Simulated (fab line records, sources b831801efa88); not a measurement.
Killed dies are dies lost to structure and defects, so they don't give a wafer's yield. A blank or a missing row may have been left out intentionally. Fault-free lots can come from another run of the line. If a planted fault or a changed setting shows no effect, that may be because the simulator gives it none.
A struck lot beside a sound one	flow sky130	44 steps out of a route of 708
Sound: the wafers L435.2, L435.4, L435.5. Struck: wafers L444.3, L444.4, L444.6. At the end, the cause is stated.
Each step with rows lists, per side, the tool, then ch with its chambers, then its first start. Under that, the readings that differ: sound wafers	struck wafers	difference of the means	sigmas: that difference in standard deviations of wafers without a fault.
alike: a reading whose means differ by less than 2 such deviations, as well as words and numbers matching on both sides. not compared: withheld readings; readings where some wafer has no value; bounds like >300 that might hide an equal value; numbers whose values overlap and for which the record gives no deviation.
Wherever a step has rows on one side only, a row that says differs or no value, or a row with sigmas, the two part there. Non-overlapping numbers with no deviation appear without sigmas and do not part them. Lack of a reading on every wafer of one side parts them only where that side has two or more wafers.

first, 3 steps without rows for these wafers: SKY_VIA2_CLEAN_18 (cleans in IPA, time 180 s); SKY_VIA2_CLEAN_19 (cleans in O3/DIW); SKY_VIA2_SPUTTER_20 (material TiN, target thk 20 nm, time 80 s).
SKY_VIA2_CVD_21: deposits W, target thk 420 nm, time 126.4 s.
  sound on cvd_w-01 ch 0,1, day 36 11:38; struck on cvd_w-01 ch 0,1, day 39 07:46
  alike: heater_power_w
SKY_VIA2_RS_MEAS_22: uses a four-point probe to measure.
  sound: film_metro-04 at day 36 11:47; struck: film_metro-03 at day 39 07:53
  alike: VIA2_W_RS
SKY_VIA2_THK_MEAS_23: measures by xrf.
  sound: film_metro-04 at day 36 11:54; struck: film_metro-03 at day 39 07:59
  alike: VIA2_W_THK
SKY_VIA2_CMP_24: polishes, stops on SiO2, t overpolish 20 s, target thk 0 nm.
  sound on cmp-01 ch 1,3, day 36 12:00; struck on cmp-02 ch 1,2,3, day 39 08:02
  alike: motor_current_A, overpolish_run_s, time_to_endpoint_s
then, 1 step without rows for these wafers: SKY_METAL3_SPUTTER_00 (material Ti, target thk 15 nm, time 10 s).
SKY_METAL3_SPUTTER_01: material TiN, target thk 20 nm, time 16.7 s.
  sound: pvd_sputter-03 at day 36 12:17; struck: pvd_sputter-01 at day 39 08:21
  alike: throttle_valve_pct
SKY_METAL3_SPUTTER_02: material AlCu, target thk 735 nm, time 39.1 s.
  sound: pvd_sputter-03 at day 36 12:18; struck: pvd_sputter-01 at day 39 08:23
  alike: throttle_valve_pct
then, 2 steps without rows for these wafers: SKY_METAL3_SPUTTER_03 (material Ti, target thk 5 nm, time 3.3 s); SKY_METAL3_SPUTTER_04 (material TiN, target thk 70 nm, time 58.3 s).
SKY_CAPM_CVD_00: deposits SiO2, target thk 15.5 nm.
  sound on pecvd-01 ch 1,2, day 36 12:25; struck on pecvd-02 ch 0,1, day 39 08:30
reading	sound	struck	difference	sigmas
rf_fwd_power_W (W)	436.2 444.2 437.3	510.8 513.0 512.2	+72.8	+26
model.SiO2_of_CAPM_CVD_00.thk_nm (nm)	15.38 15.53 15.78	16.05 16.37 16.18	+0.64	
  alike: heater_power_w
SKY_CAPM_THK_MEAS_01:
  sound: film_metro-01 at day 36 12:26; struck: film_metro-02 at day 39 08:32
reading	sound	struck	difference	sigmas
CAPM_CVD_00_THK (nm)	15.36 15.55 15.80	16.09 16.36 16.20	+0.65	+3
then, 1 step without rows for these wafers: SKY_CAPM_SPUTTER_02 (material TiN, target thk 200 nm, time 166.7 s).
SKY_CAPM_RS_MEAS_03: uses a four-point probe to measure.
  sound: film_metro-02 at day 36 12:37; struck: film_metro-03 at day 39 08:44
  alike: CAPM_TIN_RS
SKY_CAPM_THK_MEAS_04: measures by xrf.
  sound: film_metro-02 at day 36 12:44; struck: film_metro-03 at day 39 08:50
  alike: CAPM_TIN_THK
then, 7 steps without rows for these wafers: SKY_CAPM_DEHYDRATE_05 (time 60 s); SKY_CAPM_HMDS_06 (prime time 60 s); SKY_CAPM_COAT_07 (resist thk 1140 nm); SKY_CAPM_SOFTBAKE_08 (time 60 s); SKY_CAPM_EXPOSE_09 (exposes mask CAPM, target cd 1000 nm); SKY_CAPM_PEB_10; SKY_CAPM_DEVELOP_11 (develop time 60 s).
SKY_CAPM_OVL_MEAS_12:
  sound: overlay-02 at day 37 14:03; struck: overlay-02 at day 40 07:20
  alike: CAPM_OVL
SKY_CAPM_METAL_ETCH_13: etches TiN in Cl2/BCl3, stops on SiO2, target depth 220 nm, time 62.9 s.
  sound on rie_metal-04 ch 1, day 37 14:05; struck on rie_metal-02 ch 0,1, day 40 07:23
reading	sound	struck	difference	sigmas
drypump_motor_current_A (A)	6.08 6.07 6.06	5.33 5.33 5.35	-0.73	-2
  alike: oes_product_au, throttle_valve_pct
  not compared: rf_hours_counter_h
then, 12 steps without rows for these wafers: SKY_CAPM_STRIP_14 (strips in O2/N2); SKY_CAPM_STRIP_15 (strips in post etch residue remover, time 1200 s); SKY_CAPM_CLEAN_16 (cleans in IPA, time 180 s); SKY_CAPM_CLEAN_17 (cleans in O3/DIW); SKY_METAL3_DEHYDRATE_05 (time 60 s); SKY_METAL3_HMDS_06 (prime time 60 s); SKY_METAL3_COAT_07 (resist thk 60 nm); SKY_METAL3_COAT_08 (resist thk 1140 nm); SKY_METAL3_SOFTBAKE_09 (time 90 s); SKY_METAL3_EXPOSE_10 (exposes mask MM3, target cd 300 nm); SKY_METAL3_PEB_11; SKY_METAL3_DEVELOP_12 (develop time 60 s).
SKY_METAL3_CD_MEAS_13: target cd 300 nm.
  sound: cd_sem-01 at day 38 16:31; struck: cd_sem-01 at day 41 08:41
  alike: cd_nm
SKY_METAL3_OVL_MEAS_14:
  sound: overlay-02 at day 38 16:37; struck: overlay-02 at day 41 08:47
  alike: METAL3_OVL
then, 2 steps without rows for these wafers: SKY_METAL3_DESCUM_15 (chemistry O2, time 8 s); SKY_METAL3_ETCH_16 (etches BARC in N2/H2, stops on SiO2, time 85.5 s, target depth 60 nm).
SKY_METAL3_ETCH_17: etches SiO2 in C4F8/O2/Ar, stops on TiN, time 3.9 s, target depth 15 nm.
  sound on rie_diel-03 ch 0,1,2, day 38 16:47; struck on rie_diel-01 ch 1,2,3, day 41 08:59
reading	sound	struck	difference	sigmas
oes_product_au (a.u.)	0.755 0.755 0.763	0.763 0.780 0.775	+0.015	+2
model.etch.depth_nm (nm)	15.38 15.53 15.78	16.05 16.37 16.18	+0.64	
  not compared: rf_hours_counter_h
-- the record jumps here: 7 days lie between the struck wafers' starts before and after (it left off in module METAL3 and takes up again in module PAD_OPEN, whose first step shown is number 708 of the route) --
SKY_PAD_OPEN_PROBE_99:
  sound: prober-01 at day 46 01:49; struck: prober-02 at day 48 05:22
reading	sound	struck	difference	sigmas
model.etest.cap_mim.bv_v (V)	13.62	14.32 13.97 14.4	+0.61	
model.etest.cap_mim.c_ff_um2	2.299	2.25 2.212 2.259	-0.06	

WHERE THEY PART
At SKY_CAPM_CVD_00 first; at SKY_METAL3_ETCH_17 last (within this record only).

WHY: what had been put in by the simulator
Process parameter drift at SKY_CAPM_CVD_00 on pecvd-02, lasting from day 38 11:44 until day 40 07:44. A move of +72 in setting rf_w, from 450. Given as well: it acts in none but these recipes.
